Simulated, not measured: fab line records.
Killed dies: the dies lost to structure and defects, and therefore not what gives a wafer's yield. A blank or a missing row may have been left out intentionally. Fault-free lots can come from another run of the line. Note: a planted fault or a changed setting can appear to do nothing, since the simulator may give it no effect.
2 desks looking at one fault :: flow sky130 :: each desk holds nothing but its own numbers, with what lay behind them at the end

TOOL OWNER'S DESK, pecvd-04
The tool's own readings at SKY_PASSIVATION_CVD_02 (deposits Si3N4, target thk 540 nm): means of the sampled wafers that have a number, for each lot that ran on this tool. A lot is out of limits, marked OUT, if its mean lies more than 4 standard deviations from the usual mean; the brackets give that distance.
Columns: A = heater_power_w at SKY_PASSIVATION_CVD_02, usual 657 W
lot: L379
first seen here: day 44 08:26
A: 629

lot: L384
first seen here: day 45 15:33
A: 628

lot: L385
first seen here: day 45 16:34
A: 637

lot: L386
first seen here: day 45 19:10
A: 684

lot: L387
first seen here: day 46 03:07
A: 642
Result from this desk: across the 5 lots, nothing is out of limits.

FROM THE METROLOGY DESK
What the gauges read, lot by lot, whatever tool the lot ran on: means of the sampled wafers that have a number. A lot is out of limits, marked OUT, if its mean lies more than 4 standard deviations from the usual mean; the brackets give that distance.
Columns: A = METAL2_OVL at SKY_METAL2_OVL_MEAS_16, usual 1 nm; B = METAL4_OVL at SKY_METAL4_OVL_MEAS_14, usual 4 nm; C = PASSIVATION_CVD_02_THK at SKY_PASSIVATION_THK_MEAS_03, usual 540 nm
lot: L379
first seen here: day 35 15:35
A: 1
B: 11
C: 537

lot: L380
first seen here: day 35 20:10
A: 5
B: -1
C: 541

lot: L381
first seen here: day 36 04:50
A: -10
B: -3
C: 527

lot: L384
first seen here: day 36 23:25
A: 2
B: 5
C: 543

lot: L385
first seen here: day 37 04:18
A: 9
B: 10
C: 540

lot: L386
first seen here: day 37 11:42
A: 7
B: 3
C: 443 (-13) OUT

lot: L387
first seen here: day 37 21:42
A: 1
B: 7
C: 451 (-12) OUT

lot: L395
first seen here: day 40 06:36
A: -3
B: 1
C: 542

lot: L399
first seen here: day 41 13:07
A: 4
B: -3
C: 543

lot: L401
first seen here: day 41 19:52
A: 11
B: 3
C: 538
This desk finds L386, L387 out of limits, with the earliest case on L386 at day 45 19:30 (PASSIVATION_CVD_02_THK at SKY_PASSIVATION_THK_MEAS_03). L379, L380, L381, L384, L385, L395, L399, L401 stayed within limits.

PUT TOGETHER
On L386, L387, the metrology desk was in a position to raise an alarm at day 45 19:30.
Nothing out of limits was seen by the tool owner's desk.
The tool owner's desk has L386, L387 on record, within its limits.
All the named lots went through SKY_PASSIVATION_CVD_02 on pecvd-04.

WHAT THE SIMULATOR HAD INSERTED
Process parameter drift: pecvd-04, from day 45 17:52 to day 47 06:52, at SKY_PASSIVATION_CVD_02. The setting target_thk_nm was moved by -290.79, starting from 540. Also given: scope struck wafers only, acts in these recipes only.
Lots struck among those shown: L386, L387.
Time in hours between the start of the fault and the first out-of-limits reading at each desk: metrology desk, 2.
